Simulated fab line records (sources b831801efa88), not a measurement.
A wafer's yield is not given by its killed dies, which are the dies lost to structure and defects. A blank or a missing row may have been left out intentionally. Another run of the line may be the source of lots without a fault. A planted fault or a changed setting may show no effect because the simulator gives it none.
Matching of chambers ; flow gf180mcu ; GF_POLY_GATE_ETCH_13 on rieSi-02 has 4 sister chambers
The step etches poly-Si in HBr/Cl2, stops on SiO2, target depth 198.5 nm, time 69.6 s. 8 wafers are shown with their chamber, then 8 later ones without.

## WAFERS PAIRED WITH THEIR CHAMBERS
wafer;chamber;rfFwdPowerW (W);throttleValvePct (%)
L681.2;3;397.2;33.689
L683.1;2;398.3;33.688
L683.2;3;398.2;33.690
L683.3;0;399.2;33.689
L685.1;1;396.6;33.684
L685.4;2;398.9;33.675
L685.5;0;395.2;33.697
L690.3;1;394.8;33.701

## WAFERS WITH NO CHAMBER GIVEN
wafer;rfFwdPowerW (W);throttleValvePct (%)
L690.4;396.1;33.677
L690.6;393.6;33.688
L699.2;398.4;33.663
L699.4;398.1;33.675
L699.5;392.0;33.663
L701.1;396.0;33.690
L701.2;395.8;33.697
L701.5;396.1;33.682

## WHICH CHAMBER EACH WENT THROUGH
wafer;from the rows above;in truth
L690.4;can't be placed: 2 or 3 or 1 or 0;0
L690.6;can't be placed: 1 or 0 or 3 or 2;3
L699.2;can't be placed: 2 or 3 or 0 or 1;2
L699.4;can't be placed: 2 or 3 or 0 or 1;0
L699.5;can't be placed: 1 or 2 or 3 or 0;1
L701.1;can't be placed: 1 or 0 or 3 or 2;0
L701.2;can't be placed: 1 or 0 or 3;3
L701.5;can't be placed: 1 or 3 or 0 or 2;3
Correctly placed: 0 of 8. Cannot be placed on the basis of these rows: 8; the candidates contain the true chamber in 8. Number placed wrongly: 0.
How it was worked out, from the rows above alone: a wafer's distance from a chamber is the root of the sum, over the readings, of the square of ((its reading less the chamber's mean) divided by the reading's scatter). The wafer belongs to the nearest chamber; if the next one is less than 2 further off, it can't be placed. For every chamber, the mean is computed from those of its wafers that are shown. The scatter: take each reading less its chamber's mean, square it, sum over the shown wafers, divide by the number of wafers less the number of chambers, and take the root.
